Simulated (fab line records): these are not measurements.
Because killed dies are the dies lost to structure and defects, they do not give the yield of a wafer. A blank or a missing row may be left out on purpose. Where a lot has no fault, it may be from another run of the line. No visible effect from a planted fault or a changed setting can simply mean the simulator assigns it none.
fab line records	flow sky130
record: lots: 24	wafers: 72	lastDay: 50
route steps=708 shown VIA1@474 METAL2@499 VIA2@509 METAL3@568 VIA3@595 CAP2M@615
lots that met no fault: taken from a fault-free run of the same line
startH: the number of hours between the record's first day and the start of the first shown wafer of the lot	waitH: hours elapsed since this lot's preceding step	" same as the row above	L1.1+2: a single row standing in for several wafers	- value missing, or start not given	* or withheld: withheld	< > ~ a bound
route shown NAME@n: a module of which the file shows steps, and the number in the route of the first	usual: mean and standard deviation over wafers with no fault	same: alike in all rows	chamber/n: place in a boat	sites: per-site readings	_std_site: the values' standard deviation	_edge_site: inner sites' mean taken away from outer sites' mean	radiusMm: how far each site lies from the wafer's centre	mask NAME#n: copy n	behind: the most recent tool/chamber to have shaped the wafer	hold: what put the lot on hold/how long, in hours/how the hold closed	device: the n, p or np transistor that did not switch	end of line: tests run on the same wafers once the route is complete	a step with no rows: only its recipe	killed: the dies lost at the first sort to structure and to defects; this is not the yield of the wafer	map: the dies of a wafer, with x for killed, . for not killed, _ for no die there
set.NAME: the run value of the setting; set.NAME@STEP: its run value at that earlier step	model.NAME: the simulator's own value behind a step, which no gauge read
steps of the route over a sample of lots; a table a step, a row a wafer
services: when a tool's chamber went out of use (startH, in hours from the record's first day, below 0 if earlier), for how many hours, and the reason
== steps ==
step: SKY_VIA1_STRIP_16
recipe: chemistry: O2/N2	powerW: 1400	pressureMtorr: 1500	platenTempC: withheld	o2FlowSccm: 3000	n2FlowSccm: 300	overashFraction: 0.5
usual: drypumpMotorCurrentA: 5.6/0.31	o2FlowSccm: 2999/8.9	oesProductAu: 0.415/0.0044	stripTimeToEndpointS: 4.462/0.023
same: overashFraction: 0.5
lot.wafer	tool	chamber	startH	waitH	drypumpMotorCurrentA	o2FlowSccm	oesProductAu	rfHoursCounterH	stripTimeToEndpointS
L074.1	plasmaAsher-01	0	793.76	0.0	5.5	3016	0.414	68	4.489
L074.3	"	1	"	"	5.5	2987	0.418	-	4.482
L074.5	"	0	"	"	5.5	3002	0.407	-	4.491
L075.2	plasmaAsher-03	0	797.84	0.0	6.0	3008	0.421	36	4.476
L075.3	"	0	"	"	6.0	2992	0.406	-	4.450
L075.5	"	0	"	"	6.0	2995	0.416	-	4.448
L076.2	plasmaAsher-01	1	804.89	0.0	5.5	2997	0.416	69	4.463
L076.3	"	1	"	"	5.5	2987	0.414	-	4.471
L076.4	"	0	"	"	5.5	3004	0.413	-	4.471
L077.1	plasmaAsher-01	1	814.74	0.0	5.5	3005	0.412	70	4.471
L077.5	"	0	"	"	5.5	3002	0.416	-	4.462
L077.6	"	1	"	"	5.5	3000	0.417	-	4.468
L078.1	plasmaAsher-03	1	819.94	0.0	5.6	3003	0.416	38	4.486
L078.3	"	0	"	"	6.0	2992	0.420	-	4.487
L078.5	"	0	"	"	6.0	2989	0.418	-	4.502
L079.3	plasmaAsher-03	1	827.62	0.1	5.6	2997	0.419	-	4.497
L079.4	"	0	"	"	6.0	3008	0.420	-	4.484
L079.6	"	0	"	"	6.0	3010	0.416	-	4.460
L080.1	plasmaAsher-03	1	862.44	0.0	5.6	2990	0.415	42	4.500
L080.2	"	0	"	"	6.0	2995	0.413	42	4.485
L080.4	"	1	"	"	5.6	2995	0.412	-	4.501
L081.2	plasmaAsher-03	1	863.59	0.0	5.5	3008	0.417	42	4.444
L081.4	"	1	"	"	5.6	3006	0.416	-	4.452
L081.5	"	0	"	"	6.0	3005	0.410	-	4.462
L082.2	plasmaAsher-01	1	863.79	0.0	5.5	2992	0.413	75	4.484
L082.5	"	1	"	"	5.5	2999	0.413	-	4.515
L082.6	"	0	"	"	5.5	2995	0.415	-	4.491
L083.4	plasmaAsher-02	1	864.17	0.0	4.7	3001	0.408	-	4.413
L083.5	"	1	"	"	4.7	2996	0.418	-	4.413
L083.6	"	0	"	"	5.9	3005	0.414	-	4.460
L084.3	plasmaAsher-01	1	865.47	0.1	5.5	2983	0.417	-	4.441
L084.5	"	1	"	"	5.5	2990	0.421	-	4.476
L084.6	"	0	"	"	5.4	2989	0.422	-	4.479
L085.1	plasmaAsher-03	1	879.19	0.0	5.5	2992	0.413	43	4.450
L085.5	"	0	"	"	6.1	2994	0.422	-	4.438
L085.6	"	1	"	"	5.6	3006	0.414	-	4.442
L086.1	plasmaAsher-01	0	883.49	0.0	5.4	3001	0.419	78	4.470
L086.3	"	0	"	"	5.5	2994	0.424	-	4.474
L086.6	"	1	"	"	5.5	2993	0.420	-	4.471
L088.4	plasmaAsher-01	1	894.75	0.1	5.5	3002	0.413	-	4.449
L088.5	"	1	"	"	5.5	2989	0.410	-	4.449
L088.6	"	0	"	"	5.4	3020	0.418	-	4.484
L087.1	plasmaAsher-01	0	900.59	0.0	5.4	2994	0.406	79	4.471
L087.3	"	0	"	"	5.5	3001	0.423	-	4.432
L087.5	"	1	"	"	5.5	3003	0.406	-	4.471
L089.2	plasmaAsher-01	1	909.14	0.0	5.5	2990	0.412	80	4.418
L089.4	"	0	"	"	5.4	2986	0.414	-	4.421
L089.5	"	0	"	"	5.5	3004	0.413	-	4.419
L090.1	plasmaAsher-03	0	909.26	0.0	6.0	2998	0.419	46	4.502
L090.2	"	1	"	"	5.5	2987	0.413	46	4.476
L090.5	"	1	"	"	5.6	3004	0.417	-	4.479
L091.4	plasmaAsher-03	1	913.35	0.1	5.6	2992	0.413	-	4.431
L091.5	"	0	"	"	6.0	3007	0.412	-	4.460
L091.6	"	1	"	"	5.6	2998	0.409	-	4.453
L092.1	plasmaAsher-03	0	922.26	0.0	6.0	3007	0.413	48	4.441
L092.3	"	0	"	"	6.0	3007	0.419	-	4.476
L092.6	"	1	"	"	5.6	2988	0.417	-	4.478
L093.2	plasmaAsher-02	0	925.04	0.0	5.9	2999	0.409	18	4.445
L093.5	"	1	"	"	4.7	2999	0.415	-	4.452
L093.6	"	0	"	"	5.8	2986	0.417	-	4.447
L094.2	plasmaAsher-01	0	944.24	0.0	5.5	2991	0.417	84	4.446
L094.3	"	0	"	"	5.5	3014	0.423	-	4.443
L094.4	"	1	"	"	5.5	2991	0.422	-	4.447
L095.1	plasmaAsher-01	0	947.21	0.0	5.4	3005	0.415	84	4.467
L095.4	"	0	"	"	5.5	2995	0.416	-	4.465
L095.6	"	1	"	"	5.5	3012	0.422	-	4.495
L096.2	plasmaAsher-02	1	953.71	0.0	4.7	2991	0.409	21	4.446
L096.3	"	0	"	"	5.8	2985	0.415	-	4.433
L096.6	"	0	"	"	5.9	3003	0.404	-	4.430
L097.1	plasmaAsher-01	0	956.36	0.0	5.5	3009	0.414	85	4.459
L097.2	"	1	"	"	5.5	2995	0.408	85	4.445
L097.3	"	1	"	"	5.5	2982	0.419	-	4.448
step: SKY_METAL2_OVL_MEAS_16
usual: METAL2_OVL: 2/6.1
lot.wafer	tool	chamber	startH	waitH	METAL2_OVL[nm]
L074.1	overlay-02	-	820.97	0.1	5
L074.3	"	-	"	"	5
L074.5	"	-	"	"	8
L075.2	overlay-01	-	826.17	0.1	3
L075.3	"	-	"	"	-3
L075.5	"	-	"	"	-3
L076.2	overlay-02	-	833.27	0.1	5
L076.3	"	-	"	"	6
L076.4	"	-	"	"	-1
L077.1	overlay-01	-	842.39	0.1	7
L077.5	"	-	"	"	8
L077.6	"	-	"	"	11
L078.1	overlay-02	-	848.17	0.1	0
L078.3	"	-	"	"	12
L078.5	"	-	"	"	11
L079.3	overlay-01	-	855.23	0.1	2
L079.4	"	-	"	"	-9
L079.6	"	-	"	"	-4
L080.1	overlay-02	-	889.26	0.1	6
L080.2	"	-	"	"	3
L080.4	"	-	"	"	5
L081.2	overlay-02	-	891.42	0.1	-13
L081.4	"	-	"	"	-9
L081.5	"	-	"	"	3
L082.2	overlay-02	-	891.77	0.1	-7
L082.5	"	-	"	"	7
L082.6	"	-	"	"	-7
L083.4	overlay-01	-	892.13	0.1	9
L083.5	"	-	"	"	-2
L083.6	"	-	"	"	9
L084.3	overlay-01	-	893.08	0.1	7
L084.5	"	-	"	"	9
L084.6	"	-	"	"	-3
L085.1	overlay-02	-	906.26	0.1	3
L085.5	"	-	"	"	8
L085.6	"	-	"	"	2
L086.1	overlay-02	-	910.54	0.1	1
L086.3	"	-	"	"	-6
L086.6	"	-	"	"	9
L088.4	overlay-02	-	920.71	0.1	9
L088.5	"	-	"	"	-1
L088.6	"	-	"	"	4
L087.1	overlay-02	-	925.61	0.1	-2
L087.3	"	-	"	"	-5
L087.5	"	-	"	"	0
L089.2	overlay-02	-	932.29	0.1	6
L089.4	"	-	"	"	4
L089.5	"	-	"	"	-8
L090.1	overlay-02	-	937.69	0.1	-3
L090.2	"	-	"	"	8
L090.5	"	-	"	"	-3
L091.4	overlay-02	-	944.59	0.1	6
L091.5	"	-	"	"	2
L091.6	"	-	"	"	15
L092.1	overlay-02	-	952.22	0.1	11
L092.3	"	-	"	"	5
L092.6	"	-	"	"	5
L093.2	overlay-02	-	954.24	0.1	6
L093.5	"	-	"	"	-3
L093.6	"	-	"	"	3
L094.2	overlay-01	-	969.79	0.1	4
L094.3	"	-	"	"	11
L094.4	"	-	"	"	9
L095.1	overlay-02	-	973.07	0.1	4
L095.4	"	-	"	"	-5
L095.6	"	-	"	"	0
L096.2	overlay-02	-	979.72	0.1	-1
L096.3	"	-	"	"	9
L096.6	"	-	"	"	1
L097.1	overlay-01	-	981.47	0.1	16
L097.2	"	-	"	"	0
L097.3	"	-	"	"	10
step: SKY_VIA2_CMP_02
recipe: material: SiO2	downForcePsi: 4	platenRpm: 60	padVelocityMS: 0.94248
usual: motorCurrentA: 11.7/0.94
lot.wafer	tool	chamber	startH	waitH	motorCurrentA
L074.3	cmp-01	2	822.01	0.0	12.8
L074.1	"	0	"	"	12.5
L074.5	"	3	"	"	12.5
L075.3	cmp-01	0	827.50	0.0	11.8
L075.2	"	2	"	"	12.7
L075.5	"	0	"	"	12.4
L076.4	cmp-01	1	834.26	0.0	11.5
L076.2	"	2	"	"	12.8
L076.3	"	0	"	"	12.8
L077.1	cmp-02	0	843.67	0.1	11.5
L077.6	"	2	"	"	11.3
L077.5	"	3	"	"	13.3
L078.1	cmp-02	1	849.22	0.1	11.1
L078.3	"	2	"	"	10.9
L078.5	"	0	"	"	11.1
L079.3	cmp-01	1	856.40	0.0	10.7
L079.4	"	0	"	"	12.3
L079.6	"	2	"	"	12.4
L080.2	cmp-02	2	890.31	0.1	10.5
L080.4	"	3	"	"	12.9
L080.1	"	0	"	"	11.1
L081.4	cmp-02	3	892.57	0.1	13.2
L081.2	"	0	"	"	10.9
L081.5	"	1	"	"	11.0
L082.2	cmp-02	1	892.82	0.1	11.2
L082.5	"	0	"	"	11.6
L082.6	"	1	"	"	10.8
L083.4	cmp-01	2	893.23	0.1	12.3
L083.6	"	2	"	"	12.5
L083.5	"	3	"	"	12.9
L084.3	cmp-01	3	894.35	0.1	12.6
L084.6	"	1	"	"	10.2
L084.5	"	2	"	"	12.4
L085.1	cmp-01	1	907.39	0.1	10.2
L085.5	"	3	"	"	12.4
L085.6	"	0	"	"	12.4
L086.1	cmp-01	0	917.39	5.9	12.4
L086.3	"	2	"	"	11.9
L086.6	"	0	"	"	12.3
L088.4	cmp-01	2	928.04	6.3	12.7
L088.6	"	1	"	"	11.2
L088.5	"	2	"	"	11.8
L087.1	cmp-01	0	930.99	4.4	12.0
L087.3	"	3	"	"	11.9
L087.5	"	1	"	"	10.7
L089.2	cmp-01	2	935.49	2.2	12.3
L089.4	"	3	"	"	12.3
L089.5	"	2	"	"	12.4
L090.2	cmp-01	1	939.95	1.3	10.7
L090.1	"	3	"	"	12.6
L090.5	"	1	"	"	10.8
L091.4	cmp-01	0	945.64	0.1	11.2
L091.5	"	0	"	"	12.0
L091.6	"	1	"	"	10.7
L092.3	cmp-01	3	953.36	0.1	12.1
L092.1	"	0	"	"	12.2
L092.6	"	1	"	"	10.9
L093.2	cmp-01	2	955.73	0.5	12.4
L093.5	"	3	"	"	11.7
L093.6	"	0	"	"	11.7
L094.4	cmp-02	2	970.79	0.0	9.9
L094.3	"	3	"	"	13.5
L094.2	"	1	"	"	9.6
L095.1	cmp-01	1	974.20	0.1	10.1
L095.4	"	2	"	"	12.4
L095.6	"	0	"	"	12.0
L096.3	cmp-02	1	980.72	0.0	10.7
L096.2	"	3	"	"	12.8
L096.6	"	1	"	"	10.9
L097.2	cmp-01	3	982.50	0.0	11.6
L097.1	"	0	"	"	11.8
L097.3	"	1	"	"	10.2
step: SKY_METAL3_METAL_ETCH_18
recipe: targetDepthA: 8450	stopOn: SiO2	overEtchFrac: 0.3	timeS: 183.1	chemistry: Cl2/BCl3	resistSidewallDeg: 88	pressureMtorr: 10	icpW: 900	biasW: 48.5	Cl2_flow_sccm: 60	bcl3FlowSccm: 30
usual: bcl3FlowSccm: 29.99/0.098	drypumpMotorCurrentA: 5.6/0.34	oesProductAu: 0.866/0.0061	throttleValvePct: 22.263/0.0089
lot.wafer	tool	chamber	startH	waitH	bcl3FlowSccm	drypumpMotorCurrentA	oesProductAu	rfHoursCounterH	throttleValvePct
L074.1	rieMetal-03	0	901.72	0.0	30.11	5.5	0.874	4	22.263
L074.3	"	0	"	"	30.12	5.5	0.874	-	22.276
L074.5	"	0	"	"	30.12	5.5	0.871	-	22.262
L075.2	rieMetal-02	1	907.80	0.0	29.96	5.0	0.868	18	22.267
L075.3	"	1	"	"	29.97	5.1	0.864	-	22.277
L075.5	"	1	"	"	29.94	5.1	0.862	-	22.262
L076.2	rieMetal-03	1	914.14	0.1	29.97	5.2	0.872	-	22.272
L076.3	"	1	"	"	30.10	5.3	0.865	-	22.269
L076.4	"	1	"	"	30.18	5.2	0.879	-	22.269
L077.1	rieMetal-01	1	922.78	0.0	30.02	6.0	0.862	13	22.268
L077.5	"	0	"	"	29.95	5.7	0.873	-	22.254
L077.6	"	1	"	"	29.95	6.0	0.869	-	22.271
L078.1	rieMetal-02	0	927.12	0.0	30.05	6.0	0.872	8	22.282
L078.3	"	0	"	"	29.85	6.0	0.869	-	22.255
L078.5	"	0	"	"	29.96	6.0	0.860	-	22.273
L079.3	rieMetal-02	0	932.94	0.1	29.97	5.9	0.860	-	22.264
L079.4	"	0	"	"	29.84	5.9	0.861	-	22.267
L079.6	"	0	"	"	29.85	6.0	0.866	-	22.252
L080.1	rieMetal-02	1	970.20	0.0	29.80	5.1	0.859	1	22.279
L080.2	"	0	"	"	29.99	6.0	0.865	10	22.277
L080.4	"	1	"	"	29.81	5.1	0.859	-	22.274
L081.2	rieMetal-03	0	973.55	0.0	29.91	5.5	0.865	7	22.269
L081.4	"	1	"	"	30.10	5.3	0.860	-	22.266
L081.5	"	0	"	"	29.98	5.5	0.866	-	22.254
L083.4	rieMetal-02	1	974.56	0.1	29.98	5.1	0.868	-	22.258
L083.5	"	0	"	"	29.90	6.0	0.865	-	22.245
L083.6	"	1	"	"	30.03	5.1	0.876	-	22.259
L082.2	rieMetal-01	0	975.77	0.0	30.10	5.7	0.866	12	22.260
L082.5	"	0	"	"	29.97	5.7	0.857	-	22.233
L082.6	"	1	"	"	30.18	6.0	0.863	-	22.255
L084.3	rieMetal-03	0	976.18	0.1	30.04	5.5	0.863	-	22.268
L084.5	"	1	"	"	29.85	5.3	0.872	-	22.257
L084.6	"	0	"	"	30.10	5.5	0.868	-	22.277
L085.1	rieMetal-03	1	982.37	0.0	30.22	5.3	0.862	4	22.264
L085.5	"	0	"	"	30.04	5.5	0.862	-	22.274
L085.6	"	1	"	"	30.02	5.3	0.866	-	22.278
L086.1	rieMetal-01	1	989.55	0.0	29.87	6.0	0.861	16	22.257
L086.3	"	1	"	"	29.88	6.0	0.862	-	22.269
L086.6	"	0	"	"	29.85	5.7	0.863	-	22.255
L088.4	rieMetal-02	0	1001.36	0.1	29.91	6.0	0.866	-	22.275
L088.5	"	0	"	"	29.72	6.0	0.860	-	22.268
L088.6	"	1	"	"	30.10	5.1	0.866	-	22.267
L087.1	rieMetal-01	0	1005.30	0.0	30.04	5.7	0.869	14	22.249
L087.3	"	1	"	"	29.94	6.0	0.856	-	22.269
L087.5	"	0	"	"	29.95	5.7	0.858	-	22.251
L089.2	rieMetal-01	1	1010.27	0.0	29.88	6.0	0.860	17	22.277
L089.4	"	0	"	"	30.14	5.7	0.854	-	22.269
L089.5	"	0	"	"	30.03	5.7	0.861	-	22.269
L090.1	rieMetal-02	1	1015.60	0.0	30.04	5.1	0.865	3	22.256
L090.2	"	0	"	"	29.90	6.0	0.875	12	22.274
L090.5	"	1	"	"	29.88	5.1	0.868	-	22.256
L091.4	rieMetal-01	1	1019.31	0.1	30.09	5.9	0.880	-	22.271
L091.5	"	0	"	"	30.01	5.7	0.873	-	22.252
L091.6	"	1	"	"	30.18	5.9	0.883	-	22.256
L092.1	rieMetal-02	0	1027.70	0.0	29.95	6.0	0.866	13	22.267
L092.3	"	1	"	"	30.10	5.1	0.863	-	22.247
L092.6	"	1	"	"	30.10	5.1	0.868	-	22.269
L093.2	rieMetal-01	1	1029.15	0.0	29.79	6.0	0.862	18	22.264
L093.5	"	1	"	"	29.92	6.0	0.859	-	22.251
L093.6	"	0	"	"	30.11	5.7	0.863	-	22.262
L094.2	rieMetal-03	1	1042.80	0.0	29.82	5.3	0.867	7	22.264
L094.3	"	1	"	"	29.96	5.3	0.857	-	22.248
L094.4	"	0	"	"	30.04	5.5	0.858	-	22.272
L095.1	rieMetal-03	1	1046.30	0.0	30.14	5.2	0.854	8	22.270
L095.4	"	1	"	"	30.16	5.2	0.854	-	22.272
L095.6	"	1	"	"	30.06	5.2	0.866	-	22.267
L096.2	rieMetal-01	0	1052.55	0.0	29.94	5.7	0.869	17	22.256
L096.3	"	1	"	"	30.01	6.0	0.868	-	22.252
L096.6	"	0	"	"	29.87	5.7	0.873	-	22.261
L097.1	rieMetal-02	1	1053.72	0.0	30.09	5.1	0.864	6	22.262
L097.2	"	0	"	"	29.77	5.9	0.880	15	22.273
L097.3	"	1	"	"	29.97	5.1	0.863	-	22.265
step: SKY_VIA3_RS_MEAS_22
recipe: thkMeasGauge: four-point-probe	reads: W_of_VIA3_CVD_21+TiN_of_VIA3_SPUTTER_20
usual: VIA3_W_RS: 0.2929/0.0028
lot.wafer	tool	chamber	startH	waitH	VIA3_W_RS[ohm/sq]
L074.1	filmMetro-01	-	927.50	0.1	0.2937
L074.3	"	-	"	"	0.2920
L074.5	"	-	"	"	0.2918
L075.2	filmMetro-03	-	931.20	0.1	0.2885
L075.3	"	-	"	"	0.2907
L075.5	"	-	"	"	0.2895
L076.2	filmMetro-03	-	946.48	0.1	0.2908
L076.3	"	-	"	"	0.2931
L076.4	"	-	"	"	0.2946
L077.1	filmMetro-02	-	953.52	0.1	0.2889
L077.5	"	-	"	"	0.2888
L077.6	"	-	"	"	0.2896
L078.1	filmMetro-03	-	958.17	0.1	0.2921
L078.3	"	-	"	"	0.2896
L078.5	"	-	"	"	0.2911
L079.3	filmMetro-03	-	961.11	0.1	0.2942
L079.4	"	-	"	"	0.2981
L079.6	"	-	"	"	0.2952
L080.1	filmMetro-01	-	996.23	0.1	0.2921
L080.2	"	-	"	"	0.2885
L080.4	"	-	"	"	0.2875
L081.2	filmMetro-01	-	1000.21	0.1	0.2941
L081.4	"	-	"	"	0.2910
L081.5	"	-	"	"	0.2882
L083.4	filmMetro-02	-	1000.82	0.1	0.2927
L083.5	"	-	"	"	0.2934
L083.6	"	-	"	"	0.2973
L082.2	filmMetro-03	-	1002.22	0.1	0.2879
L082.5	"	-	"	"	0.2877
L082.6	"	-	"	"	0.2914
L084.3	filmMetro-01	-	1002.24	0.1	0.2982
L084.5	"	-	"	"	0.2922
L084.6	"	-	"	"	0.2901
L085.1	filmMetro-01	-	1008.61	0.1	0.2943
L085.5	"	-	"	"	0.2895
L085.6	"	-	"	"	0.2968
L086.1	filmMetro-02	-	1015.27	0.1	0.2922
L086.3	"	-	"	"	0.2919
L086.6	"	-	"	"	0.2881
L088.4	filmMetro-03	-	1027.04	0.1	0.2982
L088.5	"	-	"	"	0.2986
L088.6	"	-	"	"	0.2888
L087.1	filmMetro-02	-	1030.32	0.1	0.2973
L087.3	"	-	"	"	0.2949
L087.5	"	-	"	"	0.2980
L089.2	filmMetro-02	-	1036.10	0.1	0.2929
L089.4	"	-	"	"	0.2934
L089.5	"	-	"	"	0.2961
L090.1	filmMetro-01	-	1040.53	0.1	0.2949
L090.2	"	-	"	"	0.2923
L090.5	"	-	"	"	0.2936
L091.4	filmMetro-01	-	1044.89	0.1	0.2918
L091.5	"	-	"	"	0.2926
L091.6	"	-	"	"	0.2931
L092.1	filmMetro-03	-	1052.77	0.1	0.2954
L092.3	"	-	"	"	0.2890
L092.6	"	-	"	"	0.2957
L093.2	filmMetro-02	-	1054.25	0.1	0.2917
L093.5	"	-	"	"	0.2861
L093.6	"	-	"	"	0.2938
L094.2	filmMetro-03	-	1067.13	0.1	0.2961
L094.3	"	-	"	"	0.2954
L094.4	"	-	"	"	0.2942
L095.1	filmMetro-01	-	1070.73	0.1	0.2911
L095.4	"	-	"	"	0.2911
L095.6	"	-	"	"	0.2952
L096.2	filmMetro-03	-	1077.41	0.1	0.2939
L096.3	"	-	"	"	0.2938
L096.6	"	-	"	"	0.2941
L097.1	filmMetro-02	-	1078.78	0.1	0.2981
L097.2	"	-	"	"	0.2965
L097.3	"	-	"	"	0.2952
step: SKY_CAP2M_OVL_MEAS_12
usual: CAP2M_OVL: -0.7/1.1
lot.wafer	tool	chamber	startH	waitH	CAP2M_OVL[nm]
L074.1	overlay-02	-	956.25	0.1	-0.3
L074.3	"	-	"	"	-2.5
L074.5	"	-	"	"	-0.8
L075.2	overlay-02	-	959.35	0.1	-1.3
L075.3	"	-	"	"	-1.6
L075.5	"	-	"	"	-0.4
L076.2	overlay-01	-	970.35	0.1	-0.7
L076.3	"	-	"	"	1.1
L076.4	"	-	"	"	-1.1
L077.1	overlay-01	-	978.05	0.1	-1.5
L077.5	"	-	"	"	0.5
L077.6	"	-	"	"	-0.9
L078.1	overlay-02	-	983.25	0.1	-0.1
L078.3	"	-	"	"	-0.5
L078.5	"	-	"	"	-0.7
L079.3	overlay-01	-	986.21	0.1	-1.1
L079.4	"	-	"	"	-2.5
L079.6	"	-	"	"	-0.2
L080.1	overlay-02	-	1020.35	0.1	0.8
L080.2	"	-	"	"	1.6
L080.4	"	-	"	"	0.6
L081.2	overlay-02	-	1023.85	0.1	-1.8
L081.4	"	-	"	"	0.0
L081.5	"	-	"	"	-2.4
L083.4	overlay-02	-	1024.51	0.1	1.3
L083.5	"	-	"	"	0.2
L083.6	"	-	"	"	1.2
L082.2	overlay-02	-	1026.10	0.1	-1.9
L082.5	"	-	"	"	-1.0
L082.6	"	-	"	"	-0.8
L084.3	overlay-01	-	1026.41	0.1	0.5
L084.5	"	-	"	"	-1.3
L084.6	"	-	"	"	0.0
L085.1	overlay-01	-	1031.39	0.1	-2.0
L085.5	"	-	"	"	-0.3
L085.6	"	-	"	"	-0.5
L086.1	overlay-01	-	1038.72	0.1	-0.7
L086.3	"	-	"	"	-1.1
L086.6	"	-	"	"	-1.8
L088.4	overlay-01	-	1050.21	0.1	-2.1
L088.5	"	-	"	"	-0.5
L088.6	"	-	"	"	-0.9
L087.1	overlay-01	-	1052.89	0.1	-0.8
L087.3	"	-	"	"	-2.0
L087.5	"	-	"	"	0.9
L089.2	overlay-02	-	1058.91	0.1	0.2
L089.4	"	-	"	"	-1.6
L089.5	"	-	"	"	0.2
L090.1	overlay-02	-	1062.30	0.1	1.4
L090.2	"	-	"	"	-0.1
L090.5	"	-	"	"	0.9
L091.4	overlay-02	-	1066.94	0.1	-0.1
L091.5	"	-	"	"	-1.1
L091.6	"	-	"	"	-0.4
L092.1	overlay-02	-	1075.35	0.1	-0.3
L092.3	"	-	"	"	-1.6
L092.6	"	-	"	"	-3.4
L093.2	overlay-02	-	1076.36	0.1	0.1
L093.5	"	-	"	"	-0.2
L093.6	"	-	"	"	1.6
L094.2	overlay-01	-	1089.20	0.1	-0.4
L094.3	"	-	"	"	-1.5
L094.4	"	-	"	"	0.8
L095.1	overlay-01	-	1092.49	0.1	-2.2
L095.4	"	-	"	"	-2.7
L095.6	"	-	"	"	-2.1
L096.2	overlay-01	-	1099.05	0.1	0.7
L096.3	"	-	"	"	-0.2
L096.6	"	-	"	"	-0.4
L097.1	overlay-01	-	1099.57	0.1	-1.6
L097.2	"	-	"	"	-1.4
L097.3	"	-	"	"	-2.6
== services ==
tool	chamber	startH	hours	kind
cmp-01	-	785.94	0.7	repair
plasmaAsher-02	-	822.15	2.8	pm
rieMetal-03	-	827.80	14.6	pm
plasmaAsher-03	-	846.38	1.7	repair
cmp-02	-	851.36	11.3	repair
rieMetal-03	1	851.76	17.4	repair
rieMetal-01	0	854.35	18.2	repair
cmp-02	-	870.86	1.5	repair
rieMetal-03	1	874.67	3.5	repair
cmp-01	-	889.07	2.8	repair
cmp-02	-	895.24	4.6	pm
cmp-01	-	917.69	4.0	pm
cmp-01	-	937.71	2.2	repair
plasmaAsher-03	-	938.94	3.4	repair
rieMetal-02	-	940.56	2.8	pm
plasmaAsher-03	-	965.16	2.2	repair
plasmaAsher-03	-	967.63	5.9	repair
rieMetal-03	1	984.37	8.6	repair
cmp-01	-	1000.66	0.3	repair
plasmaAsher-03	-	1008.80	0.3	repair
plasmaAsher-01	-	1015.50	2.8	pm
cmp-02	-	1021.85	4.3	pm
cmp-01	-	1039.16	4.1	pm
rieMetal-03	-	1051.94	2.8	pm
== key ==
fault none
